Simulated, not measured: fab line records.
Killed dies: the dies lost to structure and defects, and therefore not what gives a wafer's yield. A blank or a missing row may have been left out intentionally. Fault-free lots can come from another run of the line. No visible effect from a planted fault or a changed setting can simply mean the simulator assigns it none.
Problem report, 8D (eight disciplines) form, completed by code + flow gf180mcu + the parts of the form that need people (team, actions taken, sign-off) are left out

== 1. THE PROBLEM ==
Wafers without a fault read 56.60 W, standard deviation 0.043; heater-power-total-W at GF_TOP_METAL_SOFTBAKE_10 reads a mean of 61.59 W on 6 wafers belonging to 2 lots. So: +99 or more standard deviations from the usual mean.
The step: time 60 s.
Earliest sighting: wafer L788.1 on litho-track-02 at day 32 00:46. Wafers with a number at this step in the record: 39, from 13 lots. By rule, "out" or "out of limits" means more than 4 standard deviations away from the usual mean. The rest of the wafers with a number are treated as sound.

== 2. WHAT IT IS; WHAT IT IS NOT ==
| question                    | is                                 | is not                                                                    |
|-----------------------------|------------------------------------|---------------------------------------------------------------------------|
| which readings at this step | heater-power-total-W, run-length-s | -                                                                         |
| which lots                  | L788, L789                         | L773, L775, L776, L777, L779, L780, L781, L784, L787, L794, L796          |
| which wafers of those lots  | all that have a number             | -                                                                         |
| read on which tools         | litho-track-02                     | litho-track-01, litho-track-03                                            |
| when                        | from day 32 00:46                  | up to then (27 sound wafers); but 6 sound wafers of L794, L796 came after |

== 3. THE SUSPECTS, EACH WITH WHAT RULES IT OUT ==
Counting: a tool stays on the suspect list if, at a process step up to the reading, it processed all lots that are out and no sound lot following the first of them.
- pvd-sputter-02 at GF_M3_SPUTTER_02 (material AlCu, target thk 450 nm, time 23.9 s): kept. It processed each lot that is out, first L788 at day 25 16:37, and no sound lot thereafter; up to then, the last sound lot it processed was L781 at day 23 06:56.
- litho-track-02 at GF_TOP_METAL_SOFTBAKE_10 (time 60 s): kept. It processed each lot that is out, first L788 at day 32 00:46, and no sound lot thereafter; up to then, the last sound lot it processed was L781 at day 30 03:40. Its own heater-power-total-W, run-length-s readings are out on those wafers.
After counting, pvd-sputter-02 at GF_M3_SPUTTER_02 and litho-track-02 at GF_TOP_METAL_SOFTBAKE_10 remain.

== 4. THE CAUSE (what the simulator had put in) ==
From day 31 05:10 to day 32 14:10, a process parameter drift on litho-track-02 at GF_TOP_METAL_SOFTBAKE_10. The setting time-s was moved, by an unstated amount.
Counting leaves 2 suspects; this tool is one of them.

== 5. SEQUENCE OF EFFECTS, ordered by route ==
Each row: a reading whose mean over the struck wafers that have a number lies more than 3 standard deviations from the usual. Scope: only readings with a usual standard deviation given in the record; hours: median across lots of the time from each lot's start at the first step in this table that gives one to its start at this step; sigmas: change in usual standard deviations.
| hours | step                     | reading              | usual   | on struck wafers | change | sigmas      |
|-------|--------------------------|----------------------|---------|------------------|--------|-------------|
| 0     | GF_TOP_METAL_SOFTBAKE_10 | heater-power-total-W | 56.60 W | 61.59            | +4.99  | +99 or more |
| 0     | GF_TOP_METAL_SOFTBAKE_10 | run-length-s         | 89.11 s | 75.92            | -13.19 | -99 or more |
Here are the process steps it includes:
- GF_TOP_METAL_SOFTBAKE_10: time 60 s.

== 6. WHAT WOULD HAVE CAUGHT IT SOONER ==
In this record the first reading out of limits was taken at day 32 00:46, 20 hours after the fault began at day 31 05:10.
